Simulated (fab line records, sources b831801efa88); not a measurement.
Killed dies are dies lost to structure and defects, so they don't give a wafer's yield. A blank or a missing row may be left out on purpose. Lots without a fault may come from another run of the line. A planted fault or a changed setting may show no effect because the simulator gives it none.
Problem report in the 8D (eight disciplines) form, filled by code | flow gf180mcu | the parts of the form that need people (team, actions taken, sign-off) are left out

1. THE PROBLEM
heater_power_total_W at GF_STI_PEB_10 reads a mean of 91.71 W on 5 wafers of 3 lots; wafers without a fault read 85.69 W with a standard deviation of 0.081. That is +74 standard deviations from the usual mean.
The step: peb time 90 s.
First seen on wafer L865.2, day 5 11:13, on litho_track-04. The record holds 39 wafers of 13 lots with a number at this step. Rule for "out", or "out of limits": more than 4 standard deviations from the usual mean. The other wafers with a number count as sound.

2. WHAT IT IS AND WHAT IT IS NOT
question                    | is                                     | is not
which readings at this step | heater_power_total_W                   | -
which lots                  | L865, L867, L868                       | L849, L852, L853, L854, L855, L856, L857, L858, L863, L872
which wafers of those lots  | L865.2, L865.3, L867.3, L867.5, L868.5 | L865.1, L867.6, L868.1, L868.4
read on which tools         | litho_track-04                         | litho_track-01, litho_track-03
when                        | from day 5 11:13                       | up to then (28 sound wafers); but 6 sound wafers of L867, L868, L872 came after

3. SUSPECTS, AND WHAT RULES EACH OUT
Counting: a tool at a process step up to the reading stays a suspect if it ran every lot that is out. Sound lots after the first of them don't rule it out here, since some wafers of a struck lot are sound.
- litho_track-04 at GF_STI_PEB_10 (peb time 90 s): kept. It ran every lot that is out, first L865 (day 5 11:13); its last sound lot up to then is L863 (day 5 01:27). Its own readings are out on those wafers: heater_power_total_W.
Left after counting: litho_track-04 at GF_STI_PEB_10.

4. THE CAUSE (what the simulator had put in)
Process parameter drift: litho_track-04, from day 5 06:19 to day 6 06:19, at GF_STI_PEB_10. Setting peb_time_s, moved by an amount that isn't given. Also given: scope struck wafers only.
Counting left only this tool.

5. THE CHAIN OF EFFECTS, in route order
Each row: a reading whose mean over the struck wafers that have a number lies more than 3 standard deviations from the usual. Only readings for which the record gives a usual standard deviation are gone through. hours: the time from each lot's start at the first step in this table that gives one to its start at this step, as a median over the lots. sigmas: the change in usual standard deviations.
hours | step              | reading              | usual    | on struck wafers | change | sigmas
0     | GF_STI_PEB_10     | heater_power_total_W | 85.69 W  | 91.71            | +6.02  | +74
0     | GF_STI_CD_MEAS_12 | cd_nm                | 219.9 nm | 223.8            | +3.9   | +3.3
The process steps in it:
- GF_STI_PEB_10: peb time 90 s.
Later measuring or inspecting steps at which every struck wafer that the step has a row for has a number for every such reading, and none has moved that far: GF_VT_IMPLANT_TW_MEAS_43, GF_VT_IMPLANT_RS_MEAS_48.

6. WHAT WOULD HAVE CAUGHT IT SOONER
In this record the first reading out of limits was taken at day 5 11:13, 5 hours after the fault began at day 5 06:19.
